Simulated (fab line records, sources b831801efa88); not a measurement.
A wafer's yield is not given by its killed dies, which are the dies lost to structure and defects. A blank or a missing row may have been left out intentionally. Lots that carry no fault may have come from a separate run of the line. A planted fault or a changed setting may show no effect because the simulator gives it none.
Which tool was responsible? :: flow gf180mcu :: 42 wafers from 14 lots sampled at 4 of the route's 602 steps

## WHAT EACH GAUGE READ, for each wafer
GF_V1_OVL_MEAS_15. Usual: V1_OVL -2 nm, standard deviation 5.2.
lot: L880
measured: day 18 07:33
on: overlay-01
V1_OVL (nm): -5 0 -2
flag: 

lot: L882
measured: day 19 02:01
on: overlay-02
V1_OVL (nm): -10 -2 -7
flag: 

lot: L883
measured: day 19 08:47
on: overlay-01
V1_OVL (nm): -3 -1 1
flag: 

lot: L884
measured: day 20 00:20
on: overlay-02
V1_OVL (nm): -1 -7 -2
flag: 

lot: L885
measured: day 20 02:59
on: overlay-02
V1_OVL (nm): -4 -3 -7
flag: 

lot: L887
measured: day 20 15:45
on: overlay-01
V1_OVL (nm): 2 4 -1
flag: 

lot: L890
measured: day 22 03:13
on: overlay-02
V1_OVL (nm): -5 -6 -1
flag: 

lot: L895
measured: day 23 19:10
on: overlay-02
V1_OVL (nm): 3 6 4
flag: 

lot: L896
measured: day 24 02:24
on: overlay-02
V1_OVL (nm): 7 0 13
flag: 

lot: L898
measured: day 24 17:29
on: overlay-01
V1_OVL (nm): 1 -6 -7
flag: 

lot: L899
measured: day 24 19:44
on: overlay-02
V1_OVL (nm): -7 0 2
flag: 

lot: L901
measured: day 25 12:44
on: overlay-02
V1_OVL (nm): 9 1 3
flag: 

lot: L902
measured: day 25 20:13
on: overlay-02
V1_OVL (nm): -15 -10 -8
flag: 

lot: L903
measured: day 26 07:58
on: overlay-01
V1_OVL (nm): -1 -4 -7
flag: 

GF_M3_THK_MEAS_06: measures by xrf. Usual: M3_ALCU_THK 452 nm, standard deviation 5.9.
lot: L880
measured: day 20 12:51
on: filmMetro-01
M3_ALCU_THK (nm): 453 447 452
flag: 

lot: L882
measured: day 21 07:40
on: filmMetro-01
M3_ALCU_THK (nm): 445 444 447
flag: 

lot: L883
measured: day 21 13:20
on: filmMetro-01
M3_ALCU_THK (nm): 448 449 446
flag: 

lot: L887
measured: day 22 20:07
on: filmMetro-01
M3_ALCU_THK (nm): 448 447 451
flag: 

lot: L890
measured: day 24 06:13
on: filmMetro-01
M3_ALCU_THK (nm): 450 445 448
flag: 

lot: L895
measured: day 25 19:37
on: filmMetro-04
M3_ALCU_THK (nm): 455 451 450
flag: 

lot: L896
measured: day 26 01:30
on: filmMetro-01
M3_ALCU_THK (nm): 455 457 458
flag: 

lot: L898
measured: day 26 16:14
on: filmMetro-04
M3_ALCU_THK (nm): 456 462 459
flag: 

lot: L899
measured: day 26 19:34
on: filmMetro-04
M3_ALCU_THK (nm): 459 460 458
flag: 

lot: L901
measured: day 27 10:40
on: filmMetro-04
M3_ALCU_THK (nm): 457 460 452
flag: 

lot: L902
measured: day 27 17:54
on: filmMetro-04
M3_ALCU_THK (nm): 451 459 453
flag: 

lot: L903
measured: day 28 05:22
on: filmMetro-04
M3_ALCU_THK (nm): 450 451 455
flag: 

## WHAT TOOL EACH LOT RAN ON (gives the tool, then ch and the chambers of the sampled wafers, and finally the start)
lot: L880
GF_V1_CVD_23: cvdW-02 ch 0,1, day 18 08:25
GF_V2_CMP_26: cmp-02 ch 1,3, day 20 12:15

lot: L882
GF_V1_CVD_23: cvdW-02 ch 0,1, day 19 02:53
GF_V2_CMP_26: cmp-01 ch 0,2, day 21 06:59

lot: L883
GF_V1_CVD_23: cvdW-02 ch 0,1, day 19 09:37
GF_V2_CMP_26: cmp-02 ch 0,2, day 21 12:45

lot: L884
GF_V1_CVD_23: cvdW-02 ch 0,1, day 20 01:10
GF_V2_CMP_26: cmp-02 ch 1,2,3, day 22 03:46

lot: L885
GF_V1_CVD_23: cvdW-02 ch 1, day 20 03:49
GF_V2_CMP_26: cmp-02 ch 1,2,3, day 22 06:07

lot: L887
GF_V1_CVD_23: cvdW-01 ch 0,1, day 20 16:32
GF_V2_CMP_26: cmp-01 ch 0,1,2, day 22 19:28

lot: L890
GF_V1_CVD_23: cvdW-01 ch 0,1, day 22 04:28
GF_V2_CMP_26: cmp-02 ch 0,2,3, day 24 05:34

lot: L895
GF_V1_CVD_23: cvdW-02 ch 0,1, day 23 19:58
GF_V2_CMP_26: cmp-01 ch 1,2,3, day 25 18:58

lot: L896
GF_V1_CVD_23: cvdW-02 ch 0,1, day 24 03:15
GF_V2_CMP_26: cmp-01 ch 0,1,2, day 26 00:57

lot: L898
GF_V1_CVD_23: cvdW-02 ch 0,1, day 24 18:19
GF_V2_CMP_26: cmp-02 ch 1,2,3, day 26 15:37

lot: L899
GF_V1_CVD_23: cvdW-01 ch 0,1, day 24 20:32
GF_V2_CMP_26: cmp-02 ch 0,1, day 26 18:54

lot: L901
GF_V1_CVD_23: cvdW-01 ch 0,1, day 25 13:32
GF_V2_CMP_26: cmp-02 ch 0,2,3, day 27 10:02

lot: L902
GF_V1_CVD_23: cvdW-01 ch 0,1, day 25 21:01
GF_V2_CMP_26: cmp-02 ch 0,1, day 27 17:16

lot: L903
GF_V1_CVD_23: cvdW-01 ch 0,1, day 26 08:46
GF_V2_CMP_26: cmp-01 ch 0,1,2, day 28 04:43
- GF_V1_CVD_23: deposits W, target thk 350 nm, time 105.05 s.
- GF_V2_CMP_26: polishes, stops on SiO2, t overpolish 15 s, target thk 0 nm.

## AS READ BY THE TOOLS THEMSELVES (means over the sampled wafers that have a number; for cases with no such wafer, the mark the record gives instead)
GF_V1_CVD_23. Usual: heaterPowerW at 861 W, with a standard deviation of 88.
lot: L880
tool: cvdW-02
heaterPowerW (W): 877
flag: 

lot: L882
tool: cvdW-02
heaterPowerW (W): 878
flag: 

lot: L883
tool: cvdW-02
heaterPowerW (W): 861
flag: 

lot: L884
tool: cvdW-02
heaterPowerW (W): 882
flag: 

lot: L885
tool: cvdW-02
heaterPowerW (W): 837
flag: 

lot: L887
tool: cvdW-01
heaterPowerW (W): 798
flag: 

lot: L890
tool: cvdW-01
heaterPowerW (W): 876
flag: 

lot: L895
tool: cvdW-02
heaterPowerW (W): 888
flag: 

lot: L896
tool: cvdW-02
heaterPowerW (W): 857
flag: 

lot: L898
tool: cvdW-02
heaterPowerW (W): 885
flag: 

lot: L899
tool: cvdW-01
heaterPowerW (W): 888
flag: 

lot: L901
tool: cvdW-01
heaterPowerW (W): 893
flag: 

lot: L902
tool: cvdW-01
heaterPowerW (W): 803
flag: 

lot: L903
tool: cvdW-01
heaterPowerW (W): 889
flag: 

GF_V2_CMP_26. Usual: edgeZonePressureFrac 1.000, standard deviation 0.0046; headPressurePsi 3.499 psi, standard deviation 0.0076; motorCurrentA 11.2 A, standard deviation 0.94; overpolishRunS 15.001 s, standard deviation 0.009; timeToEndpointS 86 s, standard deviation 3.1.
lot: L880
tool: cmp-02
edgeZonePressureFrac: 1.000
headPressurePsi (psi): 3.490
motorCurrentA (A): 11.0
overpolishRunS (s): 14.997
timeToEndpointS (s): 85
flag: 

lot: L882
tool: cmp-01
edgeZonePressureFrac: 0.999
headPressurePsi (psi): 3.504
motorCurrentA (A): 10.5
overpolishRunS (s): 14.997
timeToEndpointS (s): 88
flag: 

lot: L883
tool: cmp-02
edgeZonePressureFrac: 0.995
headPressurePsi (psi): 3.497
motorCurrentA (A): 11.6
overpolishRunS (s): 15.002
timeToEndpointS (s): 81
flag: 

lot: L884
tool: cmp-02
edgeZonePressureFrac: -
headPressurePsi (psi): -
motorCurrentA (A): -
overpolishRunS (s): -
timeToEndpointS (s): -
flag: OFF

lot: L885
tool: cmp-02
edgeZonePressureFrac: -
headPressurePsi (psi): -
motorCurrentA (A): -
overpolishRunS (s): -
timeToEndpointS (s): -
flag: OFF

lot: L887
tool: cmp-01
edgeZonePressureFrac: 0.996
headPressurePsi (psi): 3.496
motorCurrentA (A): 10.4
overpolishRunS (s): 15.002
timeToEndpointS (s): 82
flag: 

lot: L890
tool: cmp-02
edgeZonePressureFrac: 0.999
headPressurePsi (psi): 3.495
motorCurrentA (A): 11.1
overpolishRunS (s): 15.001
timeToEndpointS (s): 87
flag: 

lot: L895
tool: cmp-01
edgeZonePressureFrac: 1.000
headPressurePsi (psi): 3.499
motorCurrentA (A): 11.5
overpolishRunS (s): 15.004
timeToEndpointS (s): 89
flag: 

lot: L896
tool: cmp-01
edgeZonePressureFrac: 1.003
headPressurePsi (psi): 3.506
motorCurrentA (A): 10.9
overpolishRunS (s): 15.007
timeToEndpointS (s): 84
flag: 

lot: L898
tool: cmp-02
edgeZonePressureFrac: 0.998
headPressurePsi (psi): 3.498
motorCurrentA (A): 11.1
overpolishRunS (s): 15.000
timeToEndpointS (s): 87
flag: 

lot: L899
tool: cmp-02
edgeZonePressureFrac: 0.999
headPressurePsi (psi): 3.505
motorCurrentA (A): 11.3
overpolishRunS (s): 14.997
timeToEndpointS (s): 90
flag: 

lot: L901
tool: cmp-02
edgeZonePressureFrac: 0.997
headPressurePsi (psi): 3.497
motorCurrentA (A): 11.4
overpolishRunS (s): 15.016
timeToEndpointS (s): 86
flag: 

lot: L902
tool: cmp-02
edgeZonePressureFrac: 0.997
headPressurePsi (psi): 3.503
motorCurrentA (A): 10.8
overpolishRunS (s): 14.996
timeToEndpointS (s): 86
flag: 

lot: L903
tool: cmp-01
edgeZonePressureFrac: 1.002
headPressurePsi (psi): 3.501
motorCurrentA (A): 11.1
overpolishRunS (s): 14.999
timeToEndpointS (s): 84
flag: 

## THE ANSWER, worked out from the rows above alone
Rule: a lot is off if the mean of its wafers that have a number lies more than 3 standard deviations from the usual mean. A lot without any number at a reading at which 4 lots or more have one is off too. Where the step has rows for the other lots, those lots are counted as sound. Order of review: gauges by route order, followed by the tools' own readings, for which a lot's mean as printed above is used. The first step at which some lot is off is used, and at that step the reading that is off furthest; a lot without a number counts as furthest.
Off at GF_V2_CMP_26 (edgeZonePressureFrac): L884, L885. Without a number there: L884, L885.
If a tool, at that step or one of the process steps before it, ran each lot that is off and ran no sound lot following the first of them, it fits. Of those tried, none fits.

## WHAT HAD BEEN PUT IN BY THE SIMULATOR
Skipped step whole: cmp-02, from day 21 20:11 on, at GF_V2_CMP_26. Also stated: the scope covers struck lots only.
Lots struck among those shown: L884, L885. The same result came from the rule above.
